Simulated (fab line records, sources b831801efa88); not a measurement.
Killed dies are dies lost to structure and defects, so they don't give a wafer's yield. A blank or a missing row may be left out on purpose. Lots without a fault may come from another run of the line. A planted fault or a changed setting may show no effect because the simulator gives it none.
Which tool did it? | flow gf180mcu | 11 lots, 33 wafers sampled, at 4 steps of a route of 602

WHAT THE GAUGES READ, wafer by wafer
GF_V3_RS_MEAS_24: measures by four-point-probe. Usual: V3_W_RS 0.330 ohm/sq, standard deviation 0.0054.
lot  | measured     | on            | V3_W_RS (ohm/sq)  | flag
L451 | day 22 19:01 | film_metro-03 | 0.330 0.337 0.331 |
L452 | day 23 02:52 | film_metro-04 | 0.336 0.330 0.333 |
L454 | day 23 22:06 | film_metro-04 | 0.338 0.322 0.335 |
L457 | day 25 04:58 | film_metro-03 | 0.324 0.341 0.340 |
L459 | day 25 13:44 | film_metro-01 | 0.340 0.331 0.329 |
L460 | day 25 21:18 | film_metro-03 | 0.330 0.332 0.331 |
L461 | day 26 04:53 | film_metro-01 | 0.332 0.335 0.335 |
L465 | day 27 03:31 | film_metro-01 | 0.197 0.327 0.199 | OFF
L466 | day 27 12:47 | film_metro-03 | 0.197 0.198 0.197 | OFF
L467 | day 27 20:31 | film_metro-03 | 0.330 0.325 0.331 |
L470 | day 28 12:34 | film_metro-03 | 0.330 0.332 0.332 |

GF_V3_THK_MEAS_25: measures by xrf. Usual: V3_W_THK 334 nm, standard deviation 6.3.
lot  | measured     | on            | V3_W_THK (nm) | flag
L451 | day 22 19:08 | film_metro-03 | 335 331 336   |
L452 | day 23 02:59 | film_metro-04 | 324 329 328   |
L454 | day 23 22:13 | film_metro-04 | 322 336 325   |
L457 | day 25 05:04 | film_metro-03 | 342 325 327   |
L459 | day 25 13:51 | film_metro-01 | 324 332 333   |
L460 | day 25 21:25 | film_metro-03 | 338 336 335   |
L461 | day 26 05:00 | film_metro-01 | 327 328 328   |
L465 | day 27 03:37 | film_metro-01 | 544 338 533   | OFF
L466 | day 27 12:54 | film_metro-03 | 547 545 551   | OFF
L467 | day 27 20:38 | film_metro-03 | 336 342 336   |
L470 | day 28 12:41 | film_metro-03 | 335 335 333   |

WHICH TOOL RAN EACH LOT (tool, then ch and the chambers of the sampled wafers, then the start)
lot  | GF_V3_CVD_02                    | GF_V3_CVD_23
L451 | pecvd-04 ch 0,1, day 21 17:46   | cvd_w-02 ch 0,1, day 22 18:54
L452 | pecvd-03 ch 1,2, day 22 01:28   | cvd_w-02 ch 0,1, day 23 02:45
L454 | pecvd-03 ch 1,2, day 22 21:44   | cvd_w-01 ch 0,1, day 23 21:59
L457 | pecvd-03 ch 1,2, day 24 05:16   | cvd_w-01 ch 0,1, day 25 04:52
L459 | pecvd-02 ch 1,2, day 24 14:33   | cvd_w-02 ch 0,1, day 25 13:37
L460 | pecvd-04 ch 0,1, day 24 22:27   | cvd_w-02 ch 0,1, day 25 21:10
L461 | pecvd-03 ch 0,2, day 25 06:44   | cvd_w-02 ch 1, day 26 04:39
L465 | pecvd-04 ch 0,2, day 26 05:25   | cvd_w-01 ch 0,1, day 27 03:24
L466 | pecvd-03 ch 0,2, day 26 15:10   | cvd_w-01 ch 0, day 27 12:40
L467 | pecvd-03 ch 0,1,2, day 26 22:40 | cvd_w-02 ch 0, day 27 20:17
L470 | pecvd-04 ch 1,2, day 27 15:58   | cvd_w-02 ch 0,1, day 28 12:26
- GF_V3_CVD_02: deposits SiO2 from TEOS, target thk 850 nm, time 94.851 s.
- GF_V3_CVD_23: deposits W, target thk 350 nm, time 104.9 s.

WHAT THE TOOLS THEMSELVES READ (means of the sampled wafers that have a number; where no wafer has one, the mark that the record gives instead)
GF_V3_CVD_02. Usual: heater_power_w 638 W, standard deviation 97; rf_fwd_power_W 596.5 W, standard deviation 2.
lot  | tool     | heater_power_w (W) | rf_fwd_power_W (W) | flag
L451 | pecvd-04 | 681                | 595.3              |
L452 | pecvd-03 | 613                | 594.9              |
L454 | pecvd-03 | 603                | 597.4              |
L457 | pecvd-03 | 646                | 596.7              |
L459 | pecvd-02 | 444                | 595.0              |
L460 | pecvd-04 | 687                | 594.8              |
L461 | pecvd-03 | 642                | 598.1              |
L465 | pecvd-04 | 679                | 597.4              |
L466 | pecvd-03 | 713                | 597.1              |
L467 | pecvd-03 | 666                | 595.0              |
L470 | pecvd-04 | 741                | 595.9              |

GF_V3_CVD_23. Usual: heater_power_w 859 W, standard deviation 80.
lot  | tool     | heater_power_w (W) | flag
L451 | cvd_w-02 | 829                |
L452 | cvd_w-02 | 834                |
L454 | cvd_w-01 | 841                |
L457 | cvd_w-01 | 841                |
L459 | cvd_w-02 | 834                |
L460 | cvd_w-02 | 832                |
L461 | cvd_w-02 | 822                |
L465 | cvd_w-01 | 852                |
L466 | cvd_w-01 | 761                |
L467 | cvd_w-02 | 866                |
L470 | cvd_w-02 | 839                |

THE ANSWER, worked out from the rows above alone
Rule: a lot is off if the mean of its wafers that have a number lies more than 3 standard deviations from the usual mean. A lot without any number at a reading at which 4 lots or more have one is off too. The other lots that the step has rows for count as sound. The gauges are gone through in route order, then the tools' own readings, and for those a lot's mean is taken as printed above. The first step at which some lot is off is used, and at that step the reading that is off furthest; a lot without a number counts as furthest.
Off: L465, L466, at GF_V3_RS_MEAS_24 (V3_W_RS).
A tool fits if, at a process step before that reading, it ran every lot that is off, and no sound lot after the first of them. The gauges at GF_V3_RS_MEAS_24 are tried like those tools. One fits: cvd_w-01 at GF_V3_CVD_23. Its last sound lot is L457 (day 25 04:52), its first lot that is off L465 (day 27 03:24): a fault that began between those two fits.

WHAT THE SIMULATOR HAD PUT IN
Process parameter drift: cvd_w-01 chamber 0, from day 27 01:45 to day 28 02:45, at GF_V3_CVD_23. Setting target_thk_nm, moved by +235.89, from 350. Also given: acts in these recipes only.
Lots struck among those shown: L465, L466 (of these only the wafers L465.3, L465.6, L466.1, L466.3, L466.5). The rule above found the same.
